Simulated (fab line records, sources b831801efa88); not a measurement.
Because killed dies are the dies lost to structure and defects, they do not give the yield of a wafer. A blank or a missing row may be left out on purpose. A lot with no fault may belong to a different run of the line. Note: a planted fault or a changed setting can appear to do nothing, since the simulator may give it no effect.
What tool caused it? || flow gf180mcu || 14 lots, 42 wafers sampled, at 7 steps of a route of 602

## WHAT THE GAUGES READ, wafer by wafer
GF_VT_IMPLANT_RS_MEAS_49: uses a four-point probe to measure.
{"lot": "L264", "measured": "day 7 23:46", "on": "film-metro-02", "MVPSD_RS (ohm/sq)": "1163 1167 1171"}
{"lot": "L263", "measured": "day 8 01:34", "on": "film-metro-02", "MVPSD_RS (ohm/sq)": "1169 1168 1170"}
{"lot": "L266", "measured": "day 8 12:20", "on": "film-metro-01", "MVPSD_RS (ohm/sq)": "1170 1167 1166"}
{"lot": "L268", "measured": "day 8 22:10", "on": "film-metro-01", "MVPSD_RS (ohm/sq)": "1170 1167 1170"}
{"lot": "L269", "measured": "day 9 03:44", "on": "film-metro-03", "MVPSD_RS (ohm/sq)": "1175 1173 1174"}
{"lot": "L270", "measured": "day 9 13:44", "on": "film-metro-03", "MVPSD_RS (ohm/sq)": "1165 1163 1164"}
{"lot": "L271", "measured": "day 9 14:41", "on": "film-metro-03", "MVPSD_RS (ohm/sq)": "1171 1174 1172"}
{"lot": "L278", "measured": "day 11 21:28", "on": "film-metro-02", "MVPSD_RS (ohm/sq)": "1171 1172 1169"}
{"lot": "L279", "measured": "day 11 23:08", "on": "film-metro-01", "MVPSD_RS (ohm/sq)": "1172 1173 1170"}
{"lot": "L280", "measured": "day 12 22:41", "on": "film-metro-01", "MVPSD_RS (ohm/sq)": "1171 1170 1167"}
{"lot": "L282", "measured": "day 13 09:30", "on": "film-metro-01", "MVPSD_RS (ohm/sq)": "1167 1171 1166"}
{"lot": "L284", "measured": "day 13 21:22", "on": "film-metro-03", "MVPSD_RS (ohm/sq)": "1166 1167 1168"}
{"lot": "L283", "measured": "day 13 22:43", "on": "film-metro-03", "MVPSD_RS (ohm/sq)": "1172 1169 1174"}
{"lot": "L286", "measured": "day 14 17:13", "on": "film-metro-01", "MVPSD_RS (ohm/sq)": "1160 1162 1163"}

GF_POLY_GATE_CD_MEAS_18.
{"lot": "L264", "measured": "day 9 16:29", "on": "cd-sem-02", "cd-nm (nm)": "282.6 283.1 281.9"}
{"lot": "L263", "measured": "day 9 19:05", "on": "cd-sem-01", "cd-nm (nm)": "278.2 276.4 276.9"}
{"lot": "L266", "measured": "day 10 08:14", "on": "cd-sem-01", "cd-nm (nm)": "279.3 280.9 281.6"}
{"lot": "L268", "measured": "day 10 17:09", "on": "cd-sem-01", "cd-nm (nm)": "- - -"}
{"lot": "L269", "measured": "day 10 23:50", "on": "cd-sem-01", "cd-nm (nm)": "- - -"}
{"lot": "L270", "measured": "day 11 08:26", "on": "cd-sem-02", "cd-nm (nm)": "278.5 277.2 277.4"}
{"lot": "L271", "measured": "day 11 12:58", "on": "cd-sem-01", "cd-nm (nm)": "284.1 284.1 282.2"}
{"lot": "L278", "measured": "day 13 21:52", "on": "cd-sem-02", "cd-nm (nm)": "283.0 282.9 281.7"}
{"lot": "L279", "measured": "day 14 01:52", "on": "cd-sem-01", "cd-nm (nm)": "282.4 280.0 281.5"}
{"lot": "L280", "measured": "day 14 23:50", "on": "cd-sem-02", "cd-nm (nm)": "281.1 280.1 280.6"}
{"lot": "L282", "measured": "day 15 09:46", "on": "cd-sem-01", "cd-nm (nm)": "280.1 280.8 282.4"}
{"lot": "L284", "measured": "day 15 23:26", "on": "cd-sem-01", "cd-nm (nm)": "281.2 281.6 278.7"}
{"lot": "L283", "measured": "day 16 03:14", "on": "cd-sem-02", "cd-nm (nm)": "283.2 281.6 281.1"}
{"lot": "L286", "measured": "day 16 18:17", "on": "cd-sem-02", "cd-nm (nm)": "281.3 280.6 279.4"}

GF_HV_LDD_OVL_MEAS_20.
{"lot": "L264", "measured": "day 11 05:06", "on": "overlay-01", "HV_LDD_01_OVL (nm)": "0.8 0.8 1.2"}
{"lot": "L263", "measured": "day 11 07:44", "on": "overlay-02", "HV_LDD_01_OVL (nm)": "1.4 0.6 1.3"}
{"lot": "L266", "measured": "day 11 20:59", "on": "overlay-01", "HV_LDD_01_OVL (nm)": "1.6 0.2 2.5"}
{"lot": "L270", "measured": "day 12 22:43", "on": "overlay-01", "HV_LDD_01_OVL (nm)": "1.1 -0.4 1.9"}
{"lot": "L271", "measured": "day 13 03:53", "on": "overlay-01", "HV_LDD_01_OVL (nm)": "1.3 1.6 0.7"}
{"lot": "L278", "measured": "day 15 15:38", "on": "overlay-01", "HV_LDD_01_OVL (nm)": "2.0 2.4 3.0"}
{"lot": "L279", "measured": "day 15 21:16", "on": "overlay-02", "HV_LDD_01_OVL (nm)": "-0.4 0.6 -0.1"}
{"lot": "L280", "measured": "day 16 20:07", "on": "overlay-01", "HV_LDD_01_OVL (nm)": "0.5 1.3 1.5"}
{"lot": "L282", "measured": "day 17 06:37", "on": "overlay-01", "HV_LDD_01_OVL (nm)": "0.1 -0.5 0.2"}
{"lot": "L284", "measured": "day 17 20:22", "on": "overlay-02", "HV_LDD_01_OVL (nm)": "1.6 2.2 1.8"}
{"lot": "L283", "measured": "day 18 01:43", "on": "overlay-02", "HV_LDD_01_OVL (nm)": "-1.0 0.8 0.8"}
{"lot": "L286", "measured": "day 18 16:19", "on": "overlay-01", "HV_LDD_01_OVL (nm)": "1.7 1.9 1.3"}

## WHICH TOOL RAN EACH LOT (tool, then ch and the chambers of the sampled wafers, then the start)
{"lot": "L264", "GF_VT_IMPLANT_RTA_45": "rtp-anneal-01 ch 0, day 7 23:18", "GF_POLY_GATE_ETCH_12": "rie-diel-03 ch 1,2,3, day 9 14:04", "GF_POLY_GATE_ETCH_13": "rie-si-01 ch 0,1, day 9 14:07", "GF_POLY_GATE_STRIP_14": "plasma-asher-02 ch 0,1, day 9 14:13"}
{"lot": "L263", "GF_VT_IMPLANT_RTA_45": "rtp-anneal-02 ch 0, day 8 01:06", "GF_POLY_GATE_ETCH_12": "rie-diel-01 ch 2,3, day 9 15:58", "GF_POLY_GATE_ETCH_13": "rie-si-02 ch 1,2,3, day 9 16:01", "GF_POLY_GATE_STRIP_14": "plasma-asher-04 ch 1, day 9 16:04"}
{"lot": "L266", "GF_VT_IMPLANT_RTA_45": "rtp-anneal-01 ch 0, day 8 11:53", "GF_POLY_GATE_ETCH_12": "rie-diel-02 ch 0,1,3, day 10 06:11", "GF_POLY_GATE_ETCH_13": "rie-si-02 ch 0,1,2, day 10 06:14", "GF_POLY_GATE_STRIP_14": "plasma-asher-02 ch 0,1, day 10 06:18"}
{"lot": "L268", "GF_VT_IMPLANT_RTA_45": "rtp-anneal-02 ch 0, day 8 21:42", "GF_POLY_GATE_ETCH_12": "rie-diel-03 ch 0,2,3, day 10 14:55", "GF_POLY_GATE_ETCH_13": "rie-si-02 ch 2,3, day 10 14:58", "GF_POLY_GATE_STRIP_14": "plasma-asher-04 ch 0,1, day 10 15:01"}
{"lot": "L269", "GF_VT_IMPLANT_RTA_45": "rtp-anneal-01 ch 0, day 9 03:17", "GF_POLY_GATE_ETCH_12": "rie-diel-02 ch 1,3, day 10 22:16", "GF_POLY_GATE_ETCH_13": "rie-si-01 ch 0,1,2, day 10 22:19", "GF_POLY_GATE_STRIP_14": "plasma-asher-03 ch 0,1, day 10 22:22"}
{"lot": "L270", "GF_VT_IMPLANT_RTA_45": "rtp-anneal-02 ch 0, day 9 13:17", "GF_POLY_GATE_ETCH_12": "rie-diel-03 ch 0,2,3, day 11 06:52", "GF_POLY_GATE_ETCH_13": "rie-si-02 ch 1,2,3, day 11 06:55", "GF_POLY_GATE_STRIP_14": "plasma-asher-02 ch 0,1, day 11 06:58"}
{"lot": "L271", "GF_VT_IMPLANT_RTA_45": "rtp-anneal-01 ch 0, day 9 14:13", "GF_POLY_GATE_ETCH_12": "rie-diel-02 ch 1,3, day 11 10:31", "GF_POLY_GATE_ETCH_13": "rie-si-01 ch 0,2,3, day 11 10:34", "GF_POLY_GATE_STRIP_14": "plasma-asher-02 ch 0,1, day 11 10:39"}
{"lot": "L278", "GF_VT_IMPLANT_RTA_45": "rtp-anneal-01 ch 0, day 11 21:00", "GF_POLY_GATE_ETCH_12": "rie-diel-01 ch 0,1, day 13 20:12", "GF_POLY_GATE_ETCH_13": "rie-si-01 ch 0,3, day 13 20:16", "GF_POLY_GATE_STRIP_14": "plasma-asher-02 ch 0,1, day 13 20:20"}
{"lot": "L279", "GF_VT_IMPLANT_RTA_45": "rtp-anneal-02 ch 0, day 11 22:41", "GF_POLY_GATE_ETCH_12": "rie-diel-01 ch 1,2, day 13 22:59", "GF_POLY_GATE_ETCH_13": "rie-si-01 ch 0,1,3, day 13 23:02", "GF_POLY_GATE_STRIP_14": "plasma-asher-02 ch 0,1, day 13 23:05"}
{"lot": "L280", "GF_VT_IMPLANT_RTA_45": "rtp-anneal-02 ch 0, day 12 22:13", "GF_POLY_GATE_ETCH_12": "rie-diel-03 ch 0,2, day 14 22:09", "GF_POLY_GATE_ETCH_13": "rie-si-01 ch 0,1, day 14 22:13", "GF_POLY_GATE_STRIP_14": "plasma-asher-04 ch 0,1, day 14 22:17"}
{"lot": "L282", "GF_VT_IMPLANT_RTA_45": "rtp-anneal-01 ch 0, day 13 09:02", "GF_POLY_GATE_ETCH_12": "rie-diel-02 ch 0,1,2, day 15 08:09", "GF_POLY_GATE_ETCH_13": "rie-si-01 ch 1,2,3, day 15 08:12", "GF_POLY_GATE_STRIP_14": "plasma-asher-03 ch 0,1, day 15 08:16"}
{"lot": "L284", "GF_VT_IMPLANT_RTA_45": "rtp-anneal-01 ch 0, day 13 20:54", "GF_POLY_GATE_ETCH_12": "rie-diel-02 ch 0,2,3, day 15 20:25", "GF_POLY_GATE_ETCH_13": "rie-si-02 ch 0,1,2, day 15 20:28", "GF_POLY_GATE_STRIP_14": "plasma-asher-02 ch 1, day 15 20:32"}
{"lot": "L283", "GF_VT_IMPLANT_RTA_45": "rtp-anneal-02 ch 0, day 13 22:14", "GF_POLY_GATE_ETCH_12": "rie-diel-02 ch 0,1,2, day 15 23:56", "GF_POLY_GATE_ETCH_13": "rie-si-01 ch 0,2,3, day 15 23:59", "GF_POLY_GATE_STRIP_14": "plasma-asher-03 ch 0,1, day 16 00:02"}
{"lot": "L286", "GF_VT_IMPLANT_RTA_45": "rtp-anneal-01 ch 0, day 14 16:45", "GF_POLY_GATE_ETCH_12": "rie-diel-03 ch 1,2, day 16 16:43", "GF_POLY_GATE_ETCH_13": "rie-si-01 ch 1,2,3, day 16 16:46", "GF_POLY_GATE_STRIP_14": "plasma-asher-04 ch 0,1, day 16 16:49"}
- GF_VT_IMPLANT_RTA_45: time 30 s.
- GF_POLY_GATE_ETCH_12: etches BARC in N2/H2.
- GF_POLY_GATE_ETCH_13: etches poly-Si in HBr/Cl2, stops on SiO2, target depth 198.5 nm, time 69.6 s.
- GF_POLY_GATE_STRIP_14: strips in O2/N2.

## WHAT THE TOOLS THEMSELVES READ (means of the sampled wafers that have a number; where no wafer has one, the mark that the record gives instead)
GF_VT_IMPLANT_RTA_45.
{"lot": "L264", "tool": "rtp-anneal-01", "lamp-power-pct (%)": 43.3, "wafer_temp_C_max": 1054.0}
{"lot": "L263", "tool": "rtp-anneal-02", "lamp-power-pct (%)": 38.7, "wafer_temp_C_max": 1053.5}
{"lot": "L266", "tool": "rtp-anneal-01", "lamp-power-pct (%)": 43.3, "wafer_temp_C_max": 1053.7}
{"lot": "L268", "tool": "rtp-anneal-02", "lamp-power-pct (%)": 38.6, "wafer_temp_C_max": 1054.9}
{"lot": "L269", "tool": "rtp-anneal-01", "lamp-power-pct (%)": 43.3, "wafer_temp_C_max": 1054.4}
{"lot": "L270", "tool": "rtp-anneal-02", "lamp-power-pct (%)": 38.6, "wafer_temp_C_max": 1054.1}
{"lot": "L271", "tool": "rtp-anneal-01", "lamp-power-pct (%)": 43.3, "wafer_temp_C_max": 1053.3}
{"lot": "L278", "tool": "rtp-anneal-01", "lamp-power-pct (%)": 43.3, "wafer_temp_C_max": 1053.1}
{"lot": "L279", "tool": "rtp-anneal-02", "lamp-power-pct (%)": 38.6, "wafer_temp_C_max": 1054.0}
{"lot": "L280", "tool": "rtp-anneal-02", "lamp-power-pct (%)": 38.6, "wafer_temp_C_max": 1054.0}
{"lot": "L282", "tool": "rtp-anneal-01", "lamp-power-pct (%)": 43.3, "wafer_temp_C_max": 1053.4}
{"lot": "L284", "tool": "rtp-anneal-01", "lamp-power-pct (%)": 43.3, "wafer_temp_C_max": 1054.2}
{"lot": "L283", "tool": "rtp-anneal-02", "lamp-power-pct (%)": 38.6, "wafer_temp_C_max": 1054.6}
{"lot": "L286", "tool": "rtp-anneal-01", "lamp-power-pct (%)": 43.3, "wafer_temp_C_max": 1053.3}

GF_POLY_GATE_ETCH_12.
{"lot": "L264", "tool": "rie-diel-03", "bias-w (W)": 100.2, "chamber-pressure-mTorr (mTorr)": 30.015, "drypump-motor-current-A (A)": 5.7, "oes-product-au (a.u.)": 0.734, "rf-fwd-power-W (W)": 494.6, "throttle-valve-pct (%)": 13.212}
{"lot": "L263", "tool": "rie-diel-01", "bias-w (W)": 100.1, "chamber-pressure-mTorr (mTorr)": 29.972, "drypump-motor-current-A (A)": 5.1, "oes-product-au (a.u.)": 0.738, "rf-fwd-power-W (W)": 493.4, "throttle-valve-pct (%)": 13.218}
{"lot": "L266", "tool": "rie-diel-02", "bias-w (W)": 100.2, "chamber-pressure-mTorr (mTorr)": 29.987, "drypump-motor-current-A (A)": 5.4, "oes-product-au (a.u.)": 0.737, "rf-fwd-power-W (W)": 495.2, "throttle-valve-pct (%)": 13.207}
{"lot": "L268", "tool": "rie-diel-03", "bias-w (W)": "-", "chamber-pressure-mTorr (mTorr)": "-", "drypump-motor-current-A (A)": "-", "oes-product-au (a.u.)": "-", "rf-fwd-power-W (W)": "-", "throttle-valve-pct (%)": "-"}
{"lot": "L269", "tool": "rie-diel-02", "bias-w (W)": "-", "chamber-pressure-mTorr (mTorr)": "-", "drypump-motor-current-A (A)": "-", "oes-product-au (a.u.)": "-", "rf-fwd-power-W (W)": "-", "throttle-valve-pct (%)": "-"}
{"lot": "L270", "tool": "rie-diel-03", "bias-w (W)": 100.1, "chamber-pressure-mTorr (mTorr)": 30.000, "drypump-motor-current-A (A)": 5.1, "oes-product-au (a.u.)": 0.741, "rf-fwd-power-W (W)": 495.4, "throttle-valve-pct (%)": 13.212}
{"lot": "L271", "tool": "rie-diel-02", "bias-w (W)": 100.0, "chamber-pressure-mTorr (mTorr)": 30.000, "drypump-motor-current-A (A)": 5.0, "oes-product-au (a.u.)": 0.734, "rf-fwd-power-W (W)": 495.7, "throttle-valve-pct (%)": 13.201}
{"lot": "L278", "tool": "rie-diel-01", "bias-w (W)": 100.1, "chamber-pressure-mTorr (mTorr)": 30.007, "drypump-motor-current-A (A)": 6.2, "oes-product-au (a.u.)": 0.731, "rf-fwd-power-W (W)": 492.4, "throttle-valve-pct (%)": 13.212}
{"lot": "L279", "tool": "rie-diel-01", "bias-w (W)": 100.1, "chamber-pressure-mTorr (mTorr)": 30.027, "drypump-motor-current-A (A)": 5.9, "oes-product-au (a.u.)": 0.732, "rf-fwd-power-W (W)": 492.7, "throttle-valve-pct (%)": 13.214}
{"lot": "L280", "tool": "rie-diel-03", "bias-w (W)": 99.7, "chamber-pressure-mTorr (mTorr)": 30.008, "drypump-motor-current-A (A)": 5.1, "oes-product-au (a.u.)": 0.738, "rf-fwd-power-W (W)": 493.3, "throttle-valve-pct (%)": 13.208}
{"lot": "L282", "tool": "rie-diel-02", "bias-w (W)": 100.0, "chamber-pressure-mTorr (mTorr)": 30.028, "drypump-motor-current-A (A)": 5.5, "oes-product-au (a.u.)": 0.736, "rf-fwd-power-W (W)": 497.5, "throttle-valve-pct (%)": 13.218}
{"lot": "L284", "tool": "rie-diel-02", "bias-w (W)": 100.0, "chamber-pressure-mTorr (mTorr)": 30.005, "drypump-motor-current-A (A)": 5.7, "oes-product-au (a.u.)": 0.738, "rf-fwd-power-W (W)": 496.7, "throttle-valve-pct (%)": 13.218}
{"lot": "L283", "tool": "rie-diel-02", "bias-w (W)": 99.9, "chamber-pressure-mTorr (mTorr)": 30.011, "drypump-motor-current-A (A)": 5.5, "oes-product-au (a.u.)": 0.735, "rf-fwd-power-W (W)": 497.6, "throttle-valve-pct (%)": 13.215}
{"lot": "L286", "tool": "rie-diel-03", "bias-w (W)": 100.1, "chamber-pressure-mTorr (mTorr)": 29.992, "drypump-motor-current-A (A)": 6.3, "oes-product-au (a.u.)": 0.740, "rf-fwd-power-W (W)": 496.3, "throttle-valve-pct (%)": 13.217}

GF_POLY_GATE_ETCH_13.
{"lot": "L264", "tool": "rie-si-01", "HBr_flow_sccm (sccm)": 149.5, "bias-w (W)": 100.2, "chamber-pressure-mTorr (mTorr)": 9.997, "drypump-motor-current-A (A)": 5.6, "oes-product-au (a.u.)": 0.999, "rf-fwd-power-W (W)": 397.0, "throttle-valve-pct (%)": 33.681}
{"lot": "L263", "tool": "rie-si-02", "HBr_flow_sccm (sccm)": 150.0, "bias-w (W)": 100.2, "chamber-pressure-mTorr (mTorr)": 10.001, "drypump-motor-current-A (A)": 5.4, "oes-product-au (a.u.)": 1.002, "rf-fwd-power-W (W)": 395.8, "throttle-valve-pct (%)": 33.683}
{"lot": "L266", "tool": "rie-si-02", "HBr_flow_sccm (sccm)": 150.0, "bias-w (W)": 100.1, "chamber-pressure-mTorr (mTorr)": 10.007, "drypump-motor-current-A (A)": 5.3, "oes-product-au (a.u.)": 0.993, "rf-fwd-power-W (W)": 396.3, "throttle-valve-pct (%)": 33.680}
{"lot": "L268", "tool": "rie-si-02", "HBr_flow_sccm (sccm)": 149.7, "bias-w (W)": 100.1, "chamber-pressure-mTorr (mTorr)": 9.997, "drypump-motor-current-A (A)": 5.5, "oes-product-au (a.u.)": 0.276, "rf-fwd-power-W (W)": 395.5, "throttle-valve-pct (%)": 33.675}
{"lot": "L269", "tool": "rie-si-01", "HBr_flow_sccm (sccm)": 150.0, "bias-w (W)": 99.9, "chamber-pressure-mTorr (mTorr)": 9.997, "drypump-motor-current-A (A)": 5.9, "oes-product-au (a.u.)": 0.269, "rf-fwd-power-W (W)": 396.2, "throttle-valve-pct (%)": 33.682}
{"lot": "L270", "tool": "rie-si-02", "HBr_flow_sccm (sccm)": 149.9, "bias-w (W)": 99.8, "chamber-pressure-mTorr (mTorr)": 9.995, "drypump-motor-current-A (A)": 5.4, "oes-product-au (a.u.)": 0.998, "rf-fwd-power-W (W)": 397.5, "throttle-valve-pct (%)": 33.688}
{"lot": "L271", "tool": "rie-si-01", "HBr_flow_sccm (sccm)": 149.8, "bias-w (W)": 100.2, "chamber-pressure-mTorr (mTorr)": 9.995, "drypump-motor-current-A (A)": 5.9, "oes-product-au (a.u.)": 0.986, "rf-fwd-power-W (W)": 396.4, "throttle-valve-pct (%)": 33.687}
{"lot": "L278", "tool": "rie-si-01", "HBr_flow_sccm (sccm)": 150.3, "bias-w (W)": 100.0, "chamber-pressure-mTorr (mTorr)": 9.999, "drypump-motor-current-A (A)": 5.7, "oes-product-au (a.u.)": 0.993, "rf-fwd-power-W (W)": 398.6, "throttle-valve-pct (%)": 33.682}
{"lot": "L279", "tool": "rie-si-01", "HBr_flow_sccm (sccm)": 150.2, "bias-w (W)": 100.2, "chamber-pressure-mTorr (mTorr)": 9.997, "drypump-motor-current-A (A)": 5.3, "oes-product-au (a.u.)": 0.988, "rf-fwd-power-W (W)": 397.2, "throttle-valve-pct (%)": 33.686}
{"lot": "L280", "tool": "rie-si-01", "HBr_flow_sccm (sccm)": 150.5, "bias-w (W)": 100.0, "chamber-pressure-mTorr (mTorr)": 9.993, "drypump-motor-current-A (A)": 5.6, "oes-product-au (a.u.)": 0.992, "rf-fwd-power-W (W)": 397.5, "throttle-valve-pct (%)": 33.682}
{"lot": "L282", "tool": "rie-si-01", "HBr_flow_sccm (sccm)": 149.9, "bias-w (W)": 99.8, "chamber-pressure-mTorr (mTorr)": 10.007, "drypump-motor-current-A (A)": 5.6, "oes-product-au (a.u.)": 1.002, "rf-fwd-power-W (W)": 397.6, "throttle-valve-pct (%)": 33.683}
{"lot": "L284", "tool": "rie-si-02", "HBr_flow_sccm (sccm)": 150.3, "bias-w (W)": 99.8, "chamber-pressure-mTorr (mTorr)": 10.000, "drypump-motor-current-A (A)": 5.3, "oes-product-au (a.u.)": 0.989, "rf-fwd-power-W (W)": 397.7, "throttle-valve-pct (%)": 33.676}
{"lot": "L283", "tool": "rie-si-01", "HBr_flow_sccm (sccm)": 149.5, "bias-w (W)": 100.0, "chamber-pressure-mTorr (mTorr)": 10.004, "drypump-motor-current-A (A)": 5.9, "oes-product-au (a.u.)": 0.983, "rf-fwd-power-W (W)": 398.4, "throttle-valve-pct (%)": 33.695}
{"lot": "L286", "tool": "rie-si-01", "HBr_flow_sccm (sccm)": 150.3, "bias-w (W)": 99.7, "chamber-pressure-mTorr (mTorr)": 10.002, "drypump-motor-current-A (A)": 5.6, "oes-product-au (a.u.)": 0.988, "rf-fwd-power-W (W)": 397.5, "throttle-valve-pct (%)": 33.685}

GF_POLY_GATE_STRIP_14.
{"lot": "L264", "tool": "plasma-asher-02", "chamber-pressure-mTorr (mTorr)": 1500.2, "drypump-motor-current-A (A)": 5.4, "heater-power-w (W)": 315, "oes-product-au (a.u.)": 0.502}
{"lot": "L263", "tool": "plasma-asher-04", "chamber-pressure-mTorr (mTorr)": 1499.0, "drypump-motor-current-A (A)": 5.7, "heater-power-w (W)": 404, "oes-product-au (a.u.)": 0.508}
{"lot": "L266", "tool": "plasma-asher-02", "chamber-pressure-mTorr (mTorr)": 1500.5, "drypump-motor-current-A (A)": 5.4, "heater-power-w (W)": 319, "oes-product-au (a.u.)": 0.504}
{"lot": "L268", "tool": "plasma-asher-04", "chamber-pressure-mTorr (mTorr)": 1499.9, "drypump-motor-current-A (A)": 5.7, "heater-power-w (W)": 374, "oes-product-au (a.u.)": 0.527}
{"lot": "L269", "tool": "plasma-asher-03", "chamber-pressure-mTorr (mTorr)": 1499.5, "drypump-motor-current-A (A)": 6.3, "heater-power-w (W)": 309, "oes-product-au (a.u.)": 0.523}
{"lot": "L270", "tool": "plasma-asher-02", "chamber-pressure-mTorr (mTorr)": 1500.1, "drypump-motor-current-A (A)": 5.4, "heater-power-w (W)": 314, "oes-product-au (a.u.)": 0.504}
{"lot": "L271", "tool": "plasma-asher-02", "chamber-pressure-mTorr (mTorr)": 1500.6, "drypump-motor-current-A (A)": 5.6, "heater-power-w (W)": 330, "oes-product-au (a.u.)": 0.503}
{"lot": "L278", "tool": "plasma-asher-02", "chamber-pressure-mTorr (mTorr)": 1501.6, "drypump-motor-current-A (A)": 5.4, "heater-power-w (W)": 321, "oes-product-au (a.u.)": 0.505}
{"lot": "L279", "tool": "plasma-asher-02", "chamber-pressure-mTorr (mTorr)": 1500.1, "drypump-motor-current-A (A)": 5.4, "heater-power-w (W)": 317, "oes-product-au (a.u.)": 0.504}
{"lot": "L280", "tool": "plasma-asher-04", "chamber-pressure-mTorr (mTorr)": 1499.2, "drypump-motor-current-A (A)": 5.7, "heater-power-w (W)": 339, "oes-product-au (a.u.)": 0.510}
{"lot": "L282", "tool": "plasma-asher-03", "chamber-pressure-mTorr (mTorr)": 1499.6, "drypump-motor-current-A (A)": 6.4, "heater-power-w (W)": 302, "oes-product-au (a.u.)": 0.503}
{"lot": "L284", "tool": "plasma-asher-02", "chamber-pressure-mTorr (mTorr)": 1500.0, "drypump-motor-current-A (A)": 5.8, "heater-power-w (W)": 327, "oes-product-au (a.u.)": 0.502}
{"lot": "L283", "tool": "plasma-asher-03", "chamber-pressure-mTorr (mTorr)": 1499.5, "drypump-motor-current-A (A)": 6.3, "heater-power-w (W)": 305, "oes-product-au (a.u.)": 0.506}
{"lot": "L286", "tool": "plasma-asher-04", "chamber-pressure-mTorr (mTorr)": 1499.0, "drypump-motor-current-A (A)": 5.7, "heater-power-w (W)": 378, "oes-product-au (a.u.)": 0.508}

## THE ANSWER, worked out from the rows above alone
Rule: usual is defined by the lots themselves. Put in order of their means at a reading, lots are off if they are a third of the lots or fewer, leave a main group of 4 or more, and stand apart from it by a gap of 3 or more times the standard deviation of the main group's means; of several such gaps the widest counts. Not used: any main group whose means are identical at the precision the tables above print for the reading. A lot without any number at a reading at which 4 lots or more have one is off too. All remaining lots with rows at the step are treated as sound. After the gauges, taken in route order, come the tools' own readings; for these a lot's mean is taken, as printed above. The first step at which some lot is off is used, and at that step the reading that is off furthest; a lot without a number counts as furthest.
Off at GF_POLY_GATE_CD_MEAS_18 (cd-nm): L268, L269. Without a number there: L268, L269. Mean 280.8 nm and standard deviation 1.8 in the main group.
A tool fits if, at a process step before that reading, it ran every lot that is off, and no sound lot after the first of them. Not tried: the gauges at GF_POLY_GATE_CD_MEAS_18; whatever is off there is also off at GF_POLY_GATE_ETCH_12, on other tools, and gauge error can't account for it. No candidate that was tried fits.

## WHAT WAS PUT IN BY THE SIMULATOR
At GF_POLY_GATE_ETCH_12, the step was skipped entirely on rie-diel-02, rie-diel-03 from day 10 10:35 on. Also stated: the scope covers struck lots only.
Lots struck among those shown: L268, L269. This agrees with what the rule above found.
